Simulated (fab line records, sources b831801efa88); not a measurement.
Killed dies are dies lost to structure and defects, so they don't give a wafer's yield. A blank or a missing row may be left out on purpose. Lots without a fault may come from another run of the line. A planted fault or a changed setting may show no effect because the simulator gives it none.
A struck lot beside a sound one | flow sky130 | 18 steps out of a route of 708
Sound: wafers L924.1, L924.3, L924.5. Struck: wafer L915.6. (L915.2 of the same lot was not struck and is left out.) The cause comes at the end.
At each step with rows: each side's tool, then ch and its chambers, then its first start. Under that, the readings that differ: sound wafers | struck wafers | difference of the means | sigmas: that difference in standard deviations of wafers without a fault.
alike: readings whose means differ by less than 2 such deviations, and words and numbers that are the same on both sides. not compared: withheld readings, readings that some wafer has no value for, bounds like >300 that may hide the same value, and numbers for which the record gives no deviation and whose values overlap.
The two part at a step that has a row with sigmas, a row that says differs or no value, or rows on one side only. Numbers that don't overlap but have no deviation are shown without sigmas and don't part them. A reading that every wafer of one side lacks parts them only if that side has two wafers or more.

first, 2 steps without rows for these wafers: SKY_CONTACT_PEB_12; SKY_CONTACT_DEVELOP_13 (develop time 60 s).
SKY_CONTACT_CD_MEAS_14: target cd 170 nm.
  sound on cd_sem-02, day 37 07:56; struck on cd_sem-01, day 34 08:04
  alike: cd_nm
SKY_CONTACT_OVL_MEAS_15:
  sound on overlay-02, day 37 08:04; struck on overlay-01, day 34 08:11
  alike: CONTACT_OVL
SKY_CONTACT_ETCH_16: etches BARC in N2/H2, stops on SiO2, time 45.9 s, target depth 60 nm.
  sound on rie_diel-01 ch 1,3, day 37 08:05; struck on rie_diel-01 ch 1, day 34 08:13
  alike: drypump_motor_current_A, n2_flow_sccm, oes_product_au, throttle_valve_pct
  not compared: rf_hours_counter_h
then, 1 step without rows for these wafers: SKY_CONTACT_ETCH_17 (etches SiO2 in C4F8/O2/Ar, stops on Si3N4, target depth 340 nm).
SKY_CONTACT_ETCH_18: etches Si3N4 in CHF3/O2, stops on TiN, time 39 s, target depth 75 nm.
  sound on rie_diel-01 ch 1,3; struck on rie_diel-01 ch 1
  reading                | sound             | struck | difference | sigmas
  throttle_valve_pct (%) | 8.802 8.806 8.797 | 8.765  | -0.037     | -4
  alike: drypump_motor_current_A, oes_product_au
  not compared: rf_hours_counter_h
SKY_CONTACT_STRIP_19: strips in O2/N2.
  sound on plasma_asher-02 ch 0,1, day 37 08:14; struck on plasma_asher-03 ch 0, day 34 08:20
  reading                     | sound       | struck | difference | sigmas
  drypump_motor_current_A (A) | 4.8 4.8 4.8 | 6.1    | +1.3       | +3
  alike: n2_flow_sccm, oes_product_au, strip_time_to_endpoint_s
  not compared: rf_hours_counter_h
then, 3 steps without rows for these wafers: SKY_CONTACT_STRIP_20 (strips in post etch residue remover, time 1200 s); SKY_CONTACT_CLEAN_21 (cleans in IPA, time 180 s); SKY_CONTACT_CLEAN_22 (cleans in O3/DIW).
SKY_CONTACT_SPUTTER_23: material TiN, target thk 20 nm, time 80 s.
  sound on pvd_sputter-03, day 37 08:49; struck on pvd_sputter-03, day 34 08:59
  alike: throttle_valve_pct
SKY_CONTACT_CVD_24: deposits W, target thk 340 nm, time 102.12 s.
  sound on cvd_w-01 ch 0,1, day 37 08:53; struck on cvd_w-02 ch 0, day 34 09:03
  reading                               | sound             | struck | difference | sigmas
  model.W_of_CONTACT_CVD_24.thk_nm (nm) | 336.1 336.6 337.3 | 483.5  | +146.8     |
  alike: heater_power_w
SKY_CONTACT_RS_MEAS_25: measures by four-point-probe.
  sound on film_metro-04, day 37 08:59; struck on film_metro-01, day 34 09:28
  reading               | sound             | struck | difference | sigmas
  CONTACT_W_RS (ohm/sq) | 0.342 0.342 0.341 | 0.237  | -0.105     | -32
  not compared: hold
SKY_CONTACT_THK_MEAS_26: measures by xrf.
  sound on film_metro-04, day 37 09:07; struck on film_metro-01, day 34 13:48
  reading            | sound       | struck | difference | sigmas
  CONTACT_W_THK (nm) | 345 345 345 | 499    | +154       | +41
  not compared: hold
SKY_CONTACT_CMP_27: polishes, stops on SiO2, t overpolish 15 s, target thk 0 nm.
  sound on cmp-02 ch 0,2,3, day 37 09:10; struck on cmp-02 ch 2, day 34 16:10
  reading                | sound          | struck                   | difference                   | sigmas
  hold                   | - - -          | await_dispo/2.2h/release | no value on the sound wafers |
  time_to_endpoint_s (s) | 75.6 80.9 80.4 | 117.4                    | +38.4                        | +14
  alike: motor_current_A, slurry_flow_ml_min
SKY_METAL1_SPUTTER_00: material Ti, target thk 15 nm, time 10 s.
  sound on pvd_sputter-03, day 37 09:28; struck on pvd_sputter-04, day 34 16:19
  reading                | sound          | struck | difference | sigmas
  throttle_valve_pct (%) | 29.7 30.3 28.3 | 32.7   | +3.3       | +3
-- the record jumps here: 13 days lie between the struck wafers' starts before and after (it left off in module METAL1 and takes up again in module PAD_OPEN, whose first step shown is number 708 of the route) --
SKY_PAD_OPEN_PROBE_99:
  sound on prober-02, day 49 21:58; struck on prober-01, day 47 21:54
  reading             | sound    | struck | difference | sigmas
  killed_at_front_end | 18 12 17 | 32     | +16        | +3
  killed_at_other     | 0 0 0    | 2      | +2         | +4
  killed_dies         | 82 65 77 | 97     | +22        | +2
  killed_open         | 38 38 39 | 57     | +19        | +3
  alike: killed_at_M0_to_M3, killed_at_M4_up, killed_at_contacts, killed_short

WHERE THEY PART
First at SKY_CONTACT_ETCH_18; last, within this record, at SKY_PAD_OPEN_PROBE_99.

WHY: what the simulator had put in
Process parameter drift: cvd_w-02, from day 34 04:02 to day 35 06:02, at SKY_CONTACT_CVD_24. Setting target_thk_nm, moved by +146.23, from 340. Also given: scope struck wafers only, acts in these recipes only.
